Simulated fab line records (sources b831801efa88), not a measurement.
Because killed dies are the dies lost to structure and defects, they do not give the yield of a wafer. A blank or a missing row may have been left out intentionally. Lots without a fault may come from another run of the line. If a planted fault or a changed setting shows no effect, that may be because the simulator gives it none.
Which tool is to blame?    flow sky130    route of 708 steps, sampled at 1 step: 8 lots, 24 wafers

== WHAT THE GAUGES SHOWED, per wafer ==
SKY_FIELD_ISO_BOW_MEAS_00.
lot   measured     on             INCOMING_BOW (um)
L211  day 1 10:01  film metro-02  -2 12 0
L212  day 1 15:00  film metro-01  6 -2 1
L213  day 1 20:00  film metro-02  -2 -8 6
L214  day 2 01:01  film metro-04  -2 -1 -3
L215  day 2 06:00  film metro-01  0 4 14
L216  day 2 11:04  film metro-04  4 -9 -6
L217  day 2 16:02  film metro-04  9 -14 -3
L218  day 2 21:00  film metro-04  5 8 -7

== WHAT TOOL EACH LOT RAN ON (gives the tool, then ch and the chambers of the sampled wafers, and finally the start) ==
No process step before these readings appears in the record.

== THE ANSWER, worked out from the rows above alone ==
Rule: usual is defined by the lots themselves. The widest of any qualifying gaps counts: lots, ordered by their means at a reading, are off when they make up no more than a third of the lots, leave a main group of 4 or more, and stand apart from it by 3 or more times the standard deviation of that group's means. A main group is skipped when, at the precision printed for the reading in the tables above, its means are all equal. Also off: a lot with no number at a reading for which 4 or more lots have one. All remaining lots with rows at the step are treated as sound.
Nothing can be told from this: no lot is off at any reading shown.

== WHAT WAS PUT IN BY THE SIMULATOR ==
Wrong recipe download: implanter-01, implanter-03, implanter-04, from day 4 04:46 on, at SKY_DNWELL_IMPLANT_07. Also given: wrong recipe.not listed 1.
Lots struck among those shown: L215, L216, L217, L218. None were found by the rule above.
